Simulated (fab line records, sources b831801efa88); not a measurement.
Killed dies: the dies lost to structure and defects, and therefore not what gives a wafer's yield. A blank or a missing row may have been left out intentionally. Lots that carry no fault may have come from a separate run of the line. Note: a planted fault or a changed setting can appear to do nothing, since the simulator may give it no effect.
Problem report, 8D (eight disciplines) form, completed by code -- flow sky130 -- the parts of the form that need people (team, actions taken, sign-off) are left out

## 1. WHAT IS WRONG
LI_CONTACT_HDPCVD_THK at SKY_LI_CONTACT_THK_MEAS_01 reads a mean of 776 nm on 6 wafers of 2 lots; wafers without a fault read 933 nm with a standard deviation of 9.4. That puts it -17 standard deviations away from the usual mean.
Earliest sighting: wafer L855.1 on film_metro-02 at day 31 19:26. At this step, 36 wafers from 12 lots have a number in the record. By rule, "out" or "out of limits" means more than 4 standard deviations away from the usual mean. The rest of the wafers with a number are treated as sound.

## 2. WHAT IT IS; WHAT IT IS NOT
question,is,is not
which readings at this step,LI_CONTACT_HDPCVD_THK,-
which lots,"L855, L857","L847, L848, L850, L851, L853, L865, L867, L868, L869, L870"
which wafers of those lots,all that have a number,-
read on which gauges,"film_metro-02, film_metro-04",film_metro-03
when,from day 31 19:26,"up to then (15 sound wafers); but 15 sound wafers of L865, L867, L868, L869, L870 came after"

## 3. THE SUSPECTS, EACH WITH WHAT RULES IT OUT
Counting: a tool at a process step up to the reading stays a suspect if it ran every lot that is out and no sound lot after the first of them.
- ruled out: the gauge at SKY_LI_CONTACT_THK_MEAS_01. The wafers that are out were read on 2 gauges (film_metro-02, film_metro-04).
- hdpcvd-02 at SKY_LI_CONTACT_HDPCVD_00 (deposits PSG, target thk 930 nm, time 155 s): ruled out as a lasting fault. The sound lots L870 went through it after L855, its earliest lot that is out (day 31 19:20).
Left after counting: nothing in the record.

## 4. THE CAUSE (what the simulator had put in)
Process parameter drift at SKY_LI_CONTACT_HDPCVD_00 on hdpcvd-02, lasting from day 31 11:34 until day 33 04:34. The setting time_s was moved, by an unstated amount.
Counting ruled it out, wrongly: the rule takes a fault to strike every lot that its tool runs from its start on, and this one did not.

## 5. THE CHAIN OF EFFECTS, in route order
Each row: a reading where the mean over the struck wafers with a number is more than 3 standard deviations away from the usual. Readings are gone through only where the record gives a usual standard deviation; hours: the median, over the lots, of the time from a lot's start at the first step in this table giving one to that lot's start at this step; sigmas: the change measured in usual standard deviations.
hours,step,reading,usual,on struck wafers,change,sigmas
0,SKY_LI_CONTACT_HDPCVD_00,run_length_s,183.2 s,156.4,-26.8,-79
0,SKY_LI_CONTACT_THK_MEAS_01,LI_CONTACT_HDPCVD_THK,933 nm,776,-157,-17
0,SKY_LI_CONTACT_CMP_02,time_to_endpoint_s,32.7 s,16.4,-16.3,-6.3
The process steps in it:
- SKY_LI_CONTACT_HDPCVD_00: deposits PSG, target thk 930 nm, time 155 s.
- SKY_LI_CONTACT_CMP_02: polishes PSG.
Later steps that measure or inspect, where all struck wafers having a row at the step show a number for every such reading and not one has moved that far: SKY_LOCAL_INTERCONNECT_RS_MEAS_01, SKY_LOCAL_INTERCONNECT_THK_MEAS_02.

## 6. HOW IT WOULD HAVE BEEN CAUGHT EARLIER
In this record the first reading out of limits at a measuring or inspecting step was taken at day 31 19:26, 8 hours after the fault began at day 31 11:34.
At SKY_LI_CONTACT_HDPCVD_00, the tool's own readings (run_length_s) were out on each struck wafer the step has a row for, so an alarm limit on them would have fired on the first such wafer.
